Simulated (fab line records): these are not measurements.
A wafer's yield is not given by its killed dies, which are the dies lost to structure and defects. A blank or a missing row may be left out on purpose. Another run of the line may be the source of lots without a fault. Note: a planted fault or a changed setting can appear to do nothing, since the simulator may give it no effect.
Matching of chambers :: flow sky130 :: SKY_POLY_CUT_ETCH_11 on rie_diel-03 has 4 sister chambers
The step etches Si3N4 in CF4/CH2F2/Ar, stops on poly-Si, time 42.5 s, target depth 60 nm. 16 wafers are shown with their chamber, then 8 later ones without.

== EACH WAFER AND ITS CHAMBER ==
wafer: L433.2
chamber: 1
oes_product_au (a.u.): 0.830
cf4_flow_sccm (sccm): 39.95
throttle_valve_pct (%): 15.005

wafer: L433.4
chamber: 2
oes_product_au (a.u.): 0.844
cf4_flow_sccm (sccm): 40.03
throttle_valve_pct (%): 14.996

wafer: L433.6
chamber: 2
oes_product_au (a.u.): 0.829
cf4_flow_sccm (sccm): 39.92
throttle_valve_pct (%): 15.003

wafer: L437.2
chamber: 2
oes_product_au (a.u.): 0.836
cf4_flow_sccm (sccm): 40.08
throttle_valve_pct (%): 14.995

wafer: L437.3
chamber: 1
oes_product_au (a.u.): 0.828
cf4_flow_sccm (sccm): 39.90
throttle_valve_pct (%): 14.991

wafer: L437.4
chamber: 3
oes_product_au (a.u.): 0.833
cf4_flow_sccm (sccm): 40.27
throttle_valve_pct (%): 15.001

wafer: L438.1
chamber: 1
oes_product_au (a.u.): 0.830
cf4_flow_sccm (sccm): 40.07
throttle_valve_pct (%): 14.979

wafer: L438.3
chamber: 3
oes_product_au (a.u.): 0.832
cf4_flow_sccm (sccm): 40.08
throttle_valve_pct (%): 14.995

wafer: L438.4
chamber: 0
oes_product_au (a.u.): 0.833
cf4_flow_sccm (sccm): 40.15
throttle_valve_pct (%): 14.977

wafer: L439.1
chamber: 1
oes_product_au (a.u.): 0.826
cf4_flow_sccm (sccm): 40.01
throttle_valve_pct (%): 14.987

wafer: L439.2
chamber: 2
oes_product_au (a.u.): 0.833
cf4_flow_sccm (sccm): 40.04
throttle_valve_pct (%): 15.000

wafer: L439.5
chamber: 3
oes_product_au (a.u.): 0.829
cf4_flow_sccm (sccm): 39.97
throttle_valve_pct (%): 14.979

wafer: L442.1
chamber: 1
oes_product_au (a.u.): 0.832
cf4_flow_sccm (sccm): 40.08
throttle_valve_pct (%): 14.992

wafer: L442.4
chamber: 0
oes_product_au (a.u.): 0.840
cf4_flow_sccm (sccm): 39.82
throttle_valve_pct (%): 14.989

wafer: L442.5
chamber: 2
oes_product_au (a.u.): 0.825
cf4_flow_sccm (sccm): 39.97
throttle_valve_pct (%): 14.995

wafer: L443.2
chamber: 0
oes_product_au (a.u.): 0.841
cf4_flow_sccm (sccm): 40.03
throttle_valve_pct (%): 15.009

SIGNATURES (means of the wafers above)
reading: oes_product_au
chamber 0: 0.83800
chamber 1: 0.82920
chamber 2: 0.83340
chamber 3: 0.83133
scatter within a chamber: 0.0048

reading: cf4_flow_sccm
chamber 0: 40.0000
chamber 1: 40.0020
chamber 2: 40.0080
chamber 3: 40.1067
scatter within a chamber: 0.109

reading: throttle_valve_pct
chamber 0: 14.99167
chamber 1: 14.99080
chamber 2: 14.99780
chamber 3: 14.99167
scatter within a chamber: 0.00995
Rule: distance of a wafer from a chamber = root of the sum over the readings of ((wafer's reading minus chamber's mean) / reading's scatter) squared. The wafer belongs to the nearest chamber; if the next one is less than 2 further off, it can't be placed. The scatter: the root of (the sum of the squares of (reading less its chamber's mean) over the shown wafers, divided by (wafers less chambers)).

== WAFERS WHOSE CHAMBER IS MISSING ==
wafer: L443.5
oes_product_au (a.u.): 0.826
cf4_flow_sccm (sccm): 39.86
throttle_valve_pct (%): 14.988

wafer: L443.6
oes_product_au (a.u.): 0.829
cf4_flow_sccm (sccm): 39.82
throttle_valve_pct (%): 15.000

wafer: L449.1
oes_product_au (a.u.): 0.834
cf4_flow_sccm (sccm): 40.25
throttle_valve_pct (%): 14.990

wafer: L449.3
oes_product_au (a.u.): 0.825
cf4_flow_sccm (sccm): 40.18
throttle_valve_pct (%): 15.003

wafer: L449.4
oes_product_au (a.u.): 0.835
cf4_flow_sccm (sccm): 40.26
throttle_valve_pct (%): 15.003

wafer: L451.2
oes_product_au (a.u.): 0.826
cf4_flow_sccm (sccm): 40.05
throttle_valve_pct (%): 14.992

wafer: L451.3
oes_product_au (a.u.): 0.831
cf4_flow_sccm (sccm): 39.87
throttle_valve_pct (%): 14.995

wafer: L451.5
oes_product_au (a.u.): 0.837
cf4_flow_sccm (sccm): 40.12
throttle_valve_pct (%): 14.998

== WHICH CHAMBER EACH WENT THROUGH ==
wafer: L443.5
from the rows above: can't be placed: 1 or 2 or 3 or 0
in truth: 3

wafer: L443.6
from the rows above: can't be placed: 1 or 2 or 0 or 3
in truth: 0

wafer: L449.1
from the rows above: can't be placed: 3 or 2 or 0 or 1
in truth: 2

wafer: L449.3
from the rows above: can't be placed: 3 or 1 or 2 or 0
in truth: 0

wafer: L449.4
from the rows above: can't be placed: 3 or 2 or 0 or 1
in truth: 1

wafer: L451.2
from the rows above: can't be placed: 1 or 3 or 2 or 0
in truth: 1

wafer: L451.3
from the rows above: can't be placed: 1 or 2 or 0 or 3
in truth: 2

wafer: L451.5
from the rows above: can't be placed: 2 or 0 or 3 or 1
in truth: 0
Correct placement for 0 of the 8. Unplaceable from these rows: 8, with the true chamber sitting among the candidates in 8. 0 placed wrongly.
